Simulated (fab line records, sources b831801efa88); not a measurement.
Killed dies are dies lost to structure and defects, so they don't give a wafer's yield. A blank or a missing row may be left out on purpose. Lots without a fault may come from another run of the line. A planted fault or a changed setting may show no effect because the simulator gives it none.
Chamber matching | flow gf180mcu | GF_CONTACT_ETCH_17 on rie_diel-03: 4 sister chambers
The step etches SiO2 in C4F8/O2/Ar, stops on CoSi2, target depth 860 nm. 14 wafers are shown with their chamber, then 7 later ones without.

WAFERS WITH THEIR CHAMBER
wafer  | chamber | oes_product_au (a.u.) | bias_w (W)
L562.2 | 3       | 0.815                 | 1203
L562.3 | 0       | 0.813                 | 1197
L562.5 | 2       | 0.824                 | 1201
L563.4 | 2       | 0.808                 | 1203
L563.5 | 2       | 0.814                 | 1202
L563.6 | 3       | 0.816                 | 1200
L565.1 | 1       | 0.833                 | 1198
L565.3 | 3       | 0.814                 | 1207
L565.5 | 0       | 0.818                 | 1196
L567.4 | 0       | 0.819                 | 1197
L567.5 | 1       | 0.825                 | 1196
L567.6 | 2       | 0.809                 | 1192
L570.3 | 2       | 0.818                 | 1196
L570.4 | 3       | 0.814                 | 1202

SIGNATURES (means of the wafers above)
reading        | chamber 0 | chamber 1 | chamber 2 | chamber 3 | scatter within a chamber
oes_product_au | 0.81667   | 0.82900   | 0.81460   | 0.81475   | 0.0048
bias_w         | 1196.67   | 1197.00   | 1198.80   | 1203.00   | 3.4
Rule: a wafer's distance from a chamber is the root of the sum, over the readings, of the square of ((its reading less the chamber's mean) divided by the reading's scatter). The wafer belongs to the nearest chamber; if the next one is less than 2 further off, it can't be placed. The scatter: the root of (the sum of the squares of (reading less its chamber's mean) over the shown wafers, divided by (wafers less chambers)).

WAFERS WITHOUT THEIR CHAMBER
wafer  | oes_product_au (a.u.) | bias_w (W)
L570.6 | 0.815                 | 1200
L583.1 | 0.810                 | 1205
L583.2 | 0.814                 | 1198
L583.6 | 0.818                 | 1203
L584.1 | 0.805                 | 1199
L584.2 | 0.817                 | 1200
L584.4 | 0.814                 | 1201

WHICH CHAMBER EACH WENT THROUGH
wafer  | from the rows above          | in truth
L570.6 | can't be placed: 2 or 3 or 0 | 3
L583.1 | can't be placed: 3 or 2 or 0 | 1
L583.2 | can't be placed: 2 or 0 or 3 | 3
L583.6 | can't be placed: 3 or 2 or 0 | 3
L584.1 | can't be placed: 2 or 3 or 0 | 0
L584.2 | can't be placed: 2 or 0 or 3 | 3
L584.4 | can't be placed: 3 or 2 or 0 | 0
Placed correctly: 0 of 7. Can't be placed from these rows: 7 (the true chamber is among the candidates in 6). Placed wrongly: 0.
